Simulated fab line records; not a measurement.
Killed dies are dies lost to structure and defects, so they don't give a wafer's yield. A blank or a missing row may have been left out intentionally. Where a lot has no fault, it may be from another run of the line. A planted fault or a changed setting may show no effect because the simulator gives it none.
Tool commonality check :: flow sky130 :: 12 lots and 36 wafers in the sample

## THE REASON FOR OPENING IT
At SKY_METAL1_THK_MEAS_06 the reading METAL1_ALCU_THK is flagged on 2 of 12 lots. Fault-free wafers read 251.2 nm, with a standard deviation of 2.2.
Rule: flag the lot when none of its wafers has a number, or when each of its wafers that has one lies beyond 4 standard deviations from that mean. The rest of the lots are taken to be sound.

lot: L535
measured: day 31 20:13
on: film metro-02
METAL1_ALCU_THK (nm), wafer by wafer: 255.9 250.5 251.9
flag: 

lot: L538
measured: day 32 23:22
on: film metro-04
METAL1_ALCU_THK (nm), wafer by wafer: 250.6 252.3 249.3
flag: 

lot: L539
measured: day 33 12:00
on: film metro-04
METAL1_ALCU_THK (nm), wafer by wafer: 252.4 253.9 253.6
flag: 

lot: L541
measured: day 33 12:44
on: film metro-02
METAL1_ALCU_THK (nm), wafer by wafer: 253.1 254.4 252.2
flag: 

lot: L542
measured: day 34 05:05
on: film metro-01
METAL1_ALCU_THK (nm), wafer by wafer: 252.9 253.6 251.1
flag: 

lot: L543
measured: day 34 12:28
on: film metro-04
METAL1_ALCU_THK (nm), wafer by wafer: 252.1 253.4 252.2
flag: 

lot: L553
measured: day 37 13:10
on: film metro-02
METAL1_ALCU_THK (nm), wafer by wafer: 289.5 289.9 294.2
flag: FLAGGED

lot: L552
measured: day 37 15:54
on: film metro-04
METAL1_ALCU_THK (nm), wafer by wafer: 287.2 284.1 286.4
flag: FLAGGED

lot: L554
measured: day 37 17:32
on: film metro-04
METAL1_ALCU_THK (nm), wafer by wafer: 249.1 247.9 250.8
flag: 

lot: L556
measured: day 38 06:22
on: film metro-04
METAL1_ALCU_THK (nm), wafer by wafer: 251.8 249.2 252.3
flag: 

lot: L557
measured: day 38 07:19
on: film metro-04
METAL1_ALCU_THK (nm), wafer by wafer: 247.7 247.1 249.7
flag: 

lot: L558
measured: day 38 17:37
on: film metro-02
METAL1_ALCU_THK (nm), wafer by wafer: 248.3 251.4 252.8
flag: 
The numbers of the flagged lots are 288.6 nm on average: +37.4 nm against the usual, or +17 standard deviations.

## EACH LOT AND THE TOOL IT RAN ON
2 process steps preceding the reading are held in the record, out of 708 steps in the route. Read each cell as the tool, then ch plus the chambers that the sampled wafers visited, then the start.
lot: L535
flag: 
SKY_CONTACT_CMP_04: cmp-01 ch 0,3, day 30 14:24
SKY_METAL1_SPUTTER_04: pvd sputter-02, day 31 20:03

lot: L538
flag: 
SKY_CONTACT_CMP_04: cmp-02 ch 0,2,3, day 31 17:49
SKY_METAL1_SPUTTER_04: pvd sputter-03, day 32 23:07

lot: L539
flag: 
SKY_CONTACT_CMP_04: cmp-02 ch 0,1,3, day 32 06:36
SKY_METAL1_SPUTTER_04: pvd sputter-04, day 33 11:50

lot: L541
flag: 
SKY_CONTACT_CMP_04: cmp-01 ch 1,3, day 32 07:29
SKY_METAL1_SPUTTER_04: pvd sputter-03, day 33 12:33

lot: L542
flag: 
SKY_CONTACT_CMP_04: cmp-02 ch 0,1,2, day 32 23:34
SKY_METAL1_SPUTTER_04: pvd sputter-04, day 34 04:55

lot: L543
flag: 
SKY_CONTACT_CMP_04: cmp-02 ch 0,2,3, day 33 07:41
SKY_METAL1_SPUTTER_04: pvd sputter-03, day 34 12:17

lot: L553
flag: FLAGGED
SKY_CONTACT_CMP_04: cmp-01 ch 0,1,2, day 36 08:39
SKY_METAL1_SPUTTER_04: pvd sputter-02, day 37 12:59

lot: L552
flag: FLAGGED
SKY_CONTACT_CMP_04: cmp-01 ch 1,2,3, day 36 11:51
SKY_METAL1_SPUTTER_04: pvd sputter-04, day 37 15:43

lot: L554
flag: 
SKY_CONTACT_CMP_04: cmp-01 ch 0,1,3, day 36 13:22
SKY_METAL1_SPUTTER_04: pvd sputter-03, day 37 17:22

lot: L556
flag: 
SKY_CONTACT_CMP_04: cmp-01 ch 0,3, day 37 02:20
SKY_METAL1_SPUTTER_04: pvd sputter-02, day 38 06:11

lot: L557
flag: 
SKY_CONTACT_CMP_04: cmp-02 ch 1,2,3, day 37 02:54
SKY_METAL1_SPUTTER_04: pvd sputter-04, day 38 07:09

lot: L558
flag: 
SKY_CONTACT_CMP_04: cmp-01 ch 0,3, day 37 13:56
SKY_METAL1_SPUTTER_04: pvd sputter-02, day 38 17:27
What these steps do:
- SKY_CONTACT_CMP_04: polishes SiO2.
- SKY_METAL1_SPUTTER_04: material TiN, target thk 70 nm, time 58.3 s.
- SKY_METAL1_THK_MEAS_06: measures by xrf.

## FLAGGED OVER TOTAL, TOOL BY TOOL (the gauges that took the reading come last)
step: SKY_CONTACT_CMP_04
tool: cmp-01
lots run: 7
flagged: 2
share of the flagged lots: all
sound lots run after its first flagged lot: 3 (L554,L556,L558)

step: SKY_CONTACT_CMP_04
tool: cmp-02
lots run: 5
flagged: 0
share of the flagged lots: none
sound lots run after its first flagged lot: -

step: SKY_METAL1_SPUTTER_04
tool: pvd sputter-02
lots run: 4
flagged: 1
share of the flagged lots: some
sound lots run after its first flagged lot: 2 (L556,L558)

step: SKY_METAL1_SPUTTER_04
tool: pvd sputter-03
lots run: 4
flagged: 0
share of the flagged lots: none
sound lots run after its first flagged lot: -

step: SKY_METAL1_SPUTTER_04
tool: pvd sputter-04
lots run: 4
flagged: 1
share of the flagged lots: some
sound lots run after its first flagged lot: 1 (L557)

step: SKY_METAL1_THK_MEAS_06
tool: film metro-01
lots run: 1
flagged: 0
share of the flagged lots: none
sound lots run after its first flagged lot: -

step: SKY_METAL1_THK_MEAS_06
tool: film metro-02
lots run: 4
flagged: 1
share of the flagged lots: some
sound lots run after its first flagged lot: 1 (L558)

step: SKY_METAL1_THK_MEAS_06
tool: film metro-04
lots run: 7
flagged: 1
share of the flagged lots: some
sound lots run after its first flagged lot: 3 (L554,L556,L557)

## WHAT THE TABLE ALLOWS
All flagged lots share 1 row of the table, namely cmp-01 at SKY_CONTACT_CMP_04.
- cmp-01 at SKY_CONTACT_CMP_04: 2 of its 7 lots flagged. Sound lots ran on it after the first flagged one (L554, L556, L558), which a lasting fault on the whole tool wouldn't allow.
None of the table's rows ran every flagged lot and, after the first, no sound lot.

## WHAT HAD BEEN PUT IN BY THE SIMULATOR
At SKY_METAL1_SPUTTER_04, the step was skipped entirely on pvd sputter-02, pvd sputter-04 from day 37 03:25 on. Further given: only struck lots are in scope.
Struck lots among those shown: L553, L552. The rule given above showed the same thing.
